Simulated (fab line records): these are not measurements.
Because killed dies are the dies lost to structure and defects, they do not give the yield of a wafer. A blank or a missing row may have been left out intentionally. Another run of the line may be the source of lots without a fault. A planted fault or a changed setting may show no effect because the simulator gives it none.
The tool behind it: which one? :: flow gf180mcu :: 14 lots with 42 wafers sampled at 4 steps, on a route of 602 steps

## WHAT THE GAUGES READ, wafer by wafer
GF_TOP_METAL_OVL_MEAS_15.
lot: L855
measured: day 27 13:55
on: overlay-01
TOP_METAL_OVL (nm): -0.1 0.5 -0.2

lot: L858
measured: day 28 20:58
on: overlay-02
TOP_METAL_OVL (nm): 1.3 -1.6 0.1

lot: L860
measured: day 29 15:40
on: overlay-02
TOP_METAL_OVL (nm): -0.6 -2.1 -1.1

lot: L859
measured: day 29 16:49
on: overlay-01
TOP_METAL_OVL (nm): 0.7 2.5 0.7

lot: L861
measured: day 30 03:28
on: overlay-01
TOP_METAL_OVL (nm): 2.4 2.2 1.8

lot: L862
measured: day 30 04:43
on: overlay-02
TOP_METAL_OVL (nm): -1.6 -1.2 -1.7

lot: L863
measured: day 30 21:28
on: overlay-02
TOP_METAL_OVL (nm): -0.6 -0.3 -0.1

lot: L866
measured: day 31 15:25
on: overlay-02
TOP_METAL_OVL (nm): -0.9 1.3 -1.6

lot: L870
measured: day 32 16:58
on: overlay-01
TOP_METAL_OVL (nm): -0.8 -0.5 0.0

lot: L872
measured: day 33 00:05
on: overlay-01
TOP_METAL_OVL (nm): 1.5 0.3 0.1

lot: L873
measured: day 33 06:28
on: overlay-01
TOP_METAL_OVL (nm): -0.7 0.6 1.6

lot: L875
measured: day 33 11:25
on: overlay-02
TOP_METAL_OVL (nm): -0.1 -2.2 0.5

lot: L876
measured: day 33 13:55
on: overlay-02
TOP_METAL_OVL (nm): -1.0 -0.4 -0.4

lot: L877
measured: day 33 20:10
on: overlay-01
TOP_METAL_OVL (nm): 1.8 0.0 0.8

## TOOL THAT RAN EACH LOT (tool first, then ch and the chambers of the sampled wafers, then the start)
lot: L855
GF_HV_LDD_STRIP_37: plasma-asher-04 ch 0,1, day 11 06:58
GF_MIM_SPUTTER_03: pvd-sputter-03, day 23 20:47
GF_MIM_SPUTTER_04: pvd-sputter-03, day 23 20:49

lot: L858
GF_HV_LDD_STRIP_37: plasma-asher-04 ch 0,1, day 12 10:28
GF_MIM_SPUTTER_03: pvd-sputter-04, day 25 09:10
GF_MIM_SPUTTER_04: pvd-sputter-04, day 25 09:11

lot: L860
GF_HV_LDD_STRIP_37: plasma-asher-04 ch 0,1, day 13 05:16
GF_MIM_SPUTTER_03: pvd-sputter-01, day 26 05:26
GF_MIM_SPUTTER_04: pvd-sputter-01, day 26 05:27

lot: L859
GF_HV_LDD_STRIP_37: plasma-asher-02 ch 0,1, day 13 06:34
GF_MIM_SPUTTER_03: pvd-sputter-01, day 26 06:30
GF_MIM_SPUTTER_04: pvd-sputter-01, day 26 06:31

lot: L861
GF_HV_LDD_STRIP_37: plasma-asher-02 ch 0,1, day 13 17:22
GF_MIM_SPUTTER_03: pvd-sputter-01, day 26 18:41
GF_MIM_SPUTTER_04: pvd-sputter-01, day 26 18:42

lot: L862
GF_HV_LDD_STRIP_37: plasma-asher-02 ch 0,1, day 13 17:37
GF_MIM_SPUTTER_03: pvd-sputter-03, day 26 19:44
GF_MIM_SPUTTER_04: pvd-sputter-03, day 26 19:46

lot: L863
GF_HV_LDD_STRIP_37: plasma-asher-04 ch 0,1, day 14 14:07
GF_MIM_SPUTTER_03: pvd-sputter-01, day 27 15:43
GF_MIM_SPUTTER_04: pvd-sputter-01, day 27 15:44

lot: L866
GF_HV_LDD_STRIP_37: plasma-asher-01 ch 0,1, day 15 08:19
GF_MIM_SPUTTER_03: pvd-sputter-03, day 28 08:53
GF_MIM_SPUTTER_04: pvd-sputter-03, day 28 08:55

lot: L870
GF_HV_LDD_STRIP_37: plasma-asher-01 ch 0,1, day 16 19:13
GF_MIM_SPUTTER_03: pvd-sputter-04, day 29 14:16
GF_MIM_SPUTTER_04: pvd-sputter-04, day 29 14:17

lot: L872
GF_HV_LDD_STRIP_37: plasma-asher-01 ch 1, day 17 03:58
GF_MIM_SPUTTER_03: pvd-sputter-04, day 29 23:01
GF_MIM_SPUTTER_04: pvd-sputter-04, day 29 23:02

lot: L873
GF_HV_LDD_STRIP_37: plasma-asher-04 ch 0,1, day 17 10:22
GF_MIM_SPUTTER_03: pvd-sputter-04, day 30 05:03
GF_MIM_SPUTTER_04: pvd-sputter-04, day 30 05:04

lot: L875
GF_HV_LDD_STRIP_37: plasma-asher-04 ch 0,1, day 17 23:55
GF_MIM_SPUTTER_03: pvd-sputter-03, day 30 12:34
GF_MIM_SPUTTER_04: pvd-sputter-03, day 30 12:35

lot: L876
GF_HV_LDD_STRIP_37: plasma-asher-01 ch 0,1, day 18 02:28
GF_MIM_SPUTTER_03: pvd-sputter-01, day 30 15:25
GF_MIM_SPUTTER_04: pvd-sputter-01, day 30 15:26

lot: L877
GF_HV_LDD_STRIP_37: plasma-asher-04 ch 0,1, day 18 09:28
GF_MIM_SPUTTER_03: pvd-sputter-03, day 30 22:01
GF_MIM_SPUTTER_04: pvd-sputter-03, day 30 22:02
- GF_HV_LDD_STRIP_37: strips in O2/N2.
- GF_MIM_SPUTTER_03: material Ti, target thk 10 nm, time 6.7 s.
- GF_MIM_SPUTTER_04: material TiN, target thk 50 nm, time 41.7 s.

## WHAT THE TOOLS THEMSELVES READ (means of the sampled wafers that have a number; where no wafer has one, the mark that the record gives instead)
GF_HV_LDD_STRIP_37.
lot: L855
tool: plasma-asher-04
drypump-motor-current-A (A): 5.51
heater-power-w (W): 379
oes-product-au (a.u.): 0.715
strip-time-to-endpoint-s (s): 12.62

lot: L858
tool: plasma-asher-04
drypump-motor-current-A (A): 5.50
heater-power-w (W): 412
oes-product-au (a.u.): 0.715
strip-time-to-endpoint-s (s): 12.63

lot: L860
tool: plasma-asher-04
drypump-motor-current-A (A): 5.49
heater-power-w (W): 390
oes-product-au (a.u.): 0.717
strip-time-to-endpoint-s (s): 12.63

lot: L859
tool: plasma-asher-02
drypump-motor-current-A (A): 5.83
heater-power-w (W): 328
oes-product-au (a.u.): 0.715
strip-time-to-endpoint-s (s): 12.57

lot: L861
tool: plasma-asher-02
drypump-motor-current-A (A): 5.85
heater-power-w (W): 332
oes-product-au (a.u.): 0.719
strip-time-to-endpoint-s (s): 12.61

lot: L862
tool: plasma-asher-02
drypump-motor-current-A (A): 5.69
heater-power-w (W): 334
oes-product-au (a.u.): 0.713
strip-time-to-endpoint-s (s): 12.61

lot: L863
tool: plasma-asher-04
drypump-motor-current-A (A): 5.49
heater-power-w (W): 407
oes-product-au (a.u.): 0.712
strip-time-to-endpoint-s (s): 12.58

lot: L866
tool: plasma-asher-01
drypump-motor-current-A (A): 5.31
heater-power-w (W): 319
oes-product-au (a.u.): 0.718
strip-time-to-endpoint-s (s): 12.64

lot: L870
tool: plasma-asher-01
drypump-motor-current-A (A): 5.28
heater-power-w (W): 317
oes-product-au (a.u.): 0.717
strip-time-to-endpoint-s (s): 12.66

lot: L872
tool: plasma-asher-01
drypump-motor-current-A (A): 5.34
heater-power-w (W): 303
oes-product-au (a.u.): 0.716
strip-time-to-endpoint-s (s): 12.58

lot: L873
tool: plasma-asher-04
drypump-motor-current-A (A): 5.51
heater-power-w (W): 410
oes-product-au (a.u.): 0.715
strip-time-to-endpoint-s (s): 12.63

lot: L875
tool: plasma-asher-04
drypump-motor-current-A (A): 5.50
heater-power-w (W): 381
oes-product-au (a.u.): 0.718
strip-time-to-endpoint-s (s): 12.58

lot: L876
tool: plasma-asher-01
drypump-motor-current-A (A): 5.31
heater-power-w (W): 319
oes-product-au (a.u.): 0.715
strip-time-to-endpoint-s (s): 12.62

lot: L877
tool: plasma-asher-04
drypump-motor-current-A (A): 5.49
heater-power-w (W): 385
oes-product-au (a.u.): 0.718
strip-time-to-endpoint-s (s): 12.60

GF_MIM_SPUTTER_03.
lot: L855
tool: pvd-sputter-03
throttle-valve-pct (%): 29.7

lot: L858
tool: pvd-sputter-04
throttle-valve-pct (%): 31.0

lot: L860
tool: pvd-sputter-01
throttle-valve-pct (%): 29.0

lot: L859
tool: pvd-sputter-01
throttle-valve-pct (%): 29.9

lot: L861
tool: pvd-sputter-01
throttle-valve-pct (%): 30.4

lot: L862
tool: pvd-sputter-03
throttle-valve-pct (%): 29.7

lot: L863
tool: pvd-sputter-01
throttle-valve-pct (%): 30.0

lot: L866
tool: pvd-sputter-03
throttle-valve-pct (%): 29.0

lot: L870
tool: pvd-sputter-04
throttle-valve-pct (%): 30.8

lot: L872
tool: pvd-sputter-04
throttle-valve-pct (%): 31.1

lot: L873
tool: pvd-sputter-04
throttle-valve-pct (%): 30.8

lot: L875
tool: pvd-sputter-03
throttle-valve-pct (%): 30.4

lot: L876
tool: pvd-sputter-01
throttle-valve-pct (%): 29.1

lot: L877
tool: pvd-sputter-03
throttle-valve-pct (%): 30.4

GF_MIM_SPUTTER_04.
lot: L855
tool: pvd-sputter-03
throttle-valve-pct (%): 29.7

lot: L858
tool: pvd-sputter-04
throttle-valve-pct (%): 30.9

lot: L860
tool: pvd-sputter-01
throttle-valve-pct (%): 29.2

lot: L859
tool: pvd-sputter-01
throttle-valve-pct (%): 29.8

lot: L861
tool: pvd-sputter-01
throttle-valve-pct (%): 30.6

lot: L862
tool: pvd-sputter-03
throttle-valve-pct (%): 29.6

lot: L863
tool: pvd-sputter-01
throttle-valve-pct (%): 30.0

lot: L866
tool: pvd-sputter-03
throttle-valve-pct (%): 29.2

lot: L870
tool: pvd-sputter-04
throttle-valve-pct (%): 30.7

lot: L872
tool: pvd-sputter-04
throttle-valve-pct (%): 31.0

lot: L873
tool: pvd-sputter-04
throttle-valve-pct (%): 30.9

lot: L875
tool: pvd-sputter-03
throttle-valve-pct (%): 30.6

lot: L876
tool: pvd-sputter-01
throttle-valve-pct (%): 29.0

lot: L877
tool: pvd-sputter-03
throttle-valve-pct (%): 30.3

## THE ANSWER, worked out from the rows above alone
Rule: the usual values come from the lots themselves. The widest of any qualifying gaps counts: lots, ordered by their means at a reading, are off when they make up no more than a third of the lots, leave a main group of 4 or more, and stand apart from it by 3 or more times the standard deviation of that group's means. The tables above print the reading to a certain number of digits; a main group whose means all agree to those digits is not used. A lot without any number at a reading at which 4 lots or more have one is off too. Where the step has rows for the other lots, those lots are counted as sound. Order of review: gauges by route order, followed by the tools' own readings, for which a lot's mean as printed above is used. The first step at which some lot is off is used, and at that step the reading that is off furthest; a lot without a number counts as furthest.
None of the lots is off at any reading shown; this tells nothing.

## WHAT THE SIMULATOR PUT IN
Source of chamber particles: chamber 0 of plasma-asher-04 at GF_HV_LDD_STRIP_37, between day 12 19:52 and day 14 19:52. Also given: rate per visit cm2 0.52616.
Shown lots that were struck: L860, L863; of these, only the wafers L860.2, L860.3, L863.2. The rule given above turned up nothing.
